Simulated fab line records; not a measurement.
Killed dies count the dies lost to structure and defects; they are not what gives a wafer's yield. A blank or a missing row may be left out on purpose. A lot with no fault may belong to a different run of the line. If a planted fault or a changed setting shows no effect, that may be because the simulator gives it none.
The tool behind it: which one?    flow sky130    36 wafers from 12 lots sampled at 3 of the route's 708 steps

## WHAT EACH GAUGE READ, for each wafer
SKY_PASSIVATION_THK_MEAS_03. Usual: PASSIVATION_CVD_02_THK gives 537 nm (standard deviation 7.3).
lot   measured      on            PASSIVATION_CVD_02_THK (nm)  flag
L327  day 44 00:16  filmMetro-02  535 545 550                  
L328  day 44 04:34  filmMetro-01  532 542 540                  
L331  day 45 02:44  filmMetro-01  530 537 537                  
L332  day 45 07:22  filmMetro-04  540 546 544                  
L334  day 45 20:21  filmMetro-04  537 532 534                  
L335  day 46 04:10  filmMetro-01  530 539 541                  
L337  day 46 17:27  filmMetro-01  542 529 541                  
L338  day 46 22:37  filmMetro-04  534 535 551                  
L340  day 47 05:02  filmMetro-01  527 536 534                  
L341  day 47 17:40  filmMetro-02  526 532 536                  
L343  day 48 04:12  filmMetro-04  529 540 542                  
L344  day 48 08:14  filmMetro-04  540 529 548                  

## WHICH TOOL RAN EACH LOT (tool, then ch and the chambers of the sampled wafers, then the start)
lot   SKY_POLY_CUT_ETCH_11               SKY_METAL4_SPUTTER_03
L327  rieDiel-03 ch 0,1,3, day 24 10:17  pvdSputter-02, day 39 21:11
L328  rieDiel-03 ch 0,2, day 24 15:56    pvdSputter-03, day 40 02:12
L331  rieDiel-04 ch 0,2, day 25 20:54    pvdSputter-03, day 41 01:18
L332  rieDiel-03 ch 0,1, day 26 00:50    pvdSputter-01, day 41 06:25
L334  rieDiel-01 ch 1,2, day 27 00:54    pvdSputter-01, day 41 22:40
L335  rieDiel-01 ch 0,1,3, day 27 08:21  pvdSputter-01, day 42 07:04
L337  rieDiel-01 ch 0,3, day 27 22:21    pvdSputter-01, day 42 21:53
L338  rieDiel-03 ch 0,1, day 28 09:50    pvdSputter-02, day 43 01:40
L340  rieDiel-03 ch 0,2, day 28 16:36    pvdSputter-03, day 43 10:26
L341  rieDiel-03 ch 0,1,3, day 29 13:05  pvdSputter-03, day 44 01:08
L343  rieDiel-01 ch 0,2, day 29 23:53    pvdSputter-01, day 44 12:52
L344  rieDiel-03 ch 1,2, day 30 07:47    pvdSputter-01, day 44 16:16
- SKY_POLY_CUT_ETCH_11: etches Si3N4 in CF4/CH2F2/Ar, stops on poly-Si, time 42.5 s, target depth 60 nm.
- SKY_METAL4_SPUTTER_03: material Ti, target thk 5 nm, time 3.3 s.

## AS READ BY THE TOOLS THEMSELVES (means over the sampled wafers that have a number; for cases with no such wafer, the mark the record gives instead)
SKY_POLY_CUT_ETCH_11. Usual: drypumpMotorCurrentA 5.7 A, standard deviation 0.42; oesProductAu 0.830 a.u., standard deviation 0.0065; throttleValvePct 14.994 %, standard deviation 0.0089.
lot   tool        drypumpMotorCurrentA (A)  oesProductAu (a.u.)  throttleValvePct (%)  flag
L327  rieDiel-03  5.8                       0.823                14.986                
L328  rieDiel-03  5.1                       0.831                14.993                
L331  rieDiel-04  5.7                       0.832                14.993                
L332  rieDiel-03  5.7                       0.828                14.996                
L334  rieDiel-01  5.8                       0.831                14.994                
L335  rieDiel-01  5.7                       0.828                14.992                
L337  rieDiel-01  5.9                       0.830                14.984                
L338  rieDiel-03  5.7                       0.820                15.009                
L340  rieDiel-03  5.5                       0.826                14.996                
L341  rieDiel-03  5.8                       0.839                14.993                
L343  rieDiel-01  5.9                       0.838                14.990                
L344  rieDiel-03  5.0                       0.835                15.003                

SKY_METAL4_SPUTTER_03. Usual: chamberPressurePa 0.3850 Pa, standard deviation 0.00077; throttleValvePct 30.8 %, standard deviation 1.2.
lot   tool           chamberPressurePa (Pa)  throttleValvePct (%)  flag
L327  pvdSputter-02  0.3852                  31.3                  
L328  pvdSputter-03  0.3861                  31.2                  
L331  pvdSputter-03  0.3843                  30.4                  
L332  pvdSputter-01  0.3829                  31.6                  
L334  pvdSputter-01  0.3850                  30.7                  
L335  pvdSputter-01  0.3853                  30.0                  
L337  pvdSputter-01  0.3848                  30.7                  
L338  pvdSputter-02  0.3848                  30.9                  
L340  pvdSputter-03  0.3848                  31.3                  
L341  pvdSputter-03  0.3847                  31.3                  
L343  pvdSputter-01  0.3847                  29.9                  
L344  pvdSputter-01  0.3845                  29.8                  

## THE ANSWER, worked out from the rows above alone
Rule: take the mean of a lot's wafers that have a number; if it is more than 3 standard deviations from the usual mean, the lot is off. Also off: a lot with no number at a reading for which 4 or more lots have one. All remaining lots with rows at the step are treated as sound. The gauges are gone through in route order, then the tools' own readings, and for those a lot's mean is taken as printed above. The first step at which some lot is off is used, and at that step the reading that is off furthest; a lot without a number counts as furthest.
No lot is off on any of the readings shown, so nothing can be concluded from this.

## WHAT THE SIMULATOR HAD INSERTED
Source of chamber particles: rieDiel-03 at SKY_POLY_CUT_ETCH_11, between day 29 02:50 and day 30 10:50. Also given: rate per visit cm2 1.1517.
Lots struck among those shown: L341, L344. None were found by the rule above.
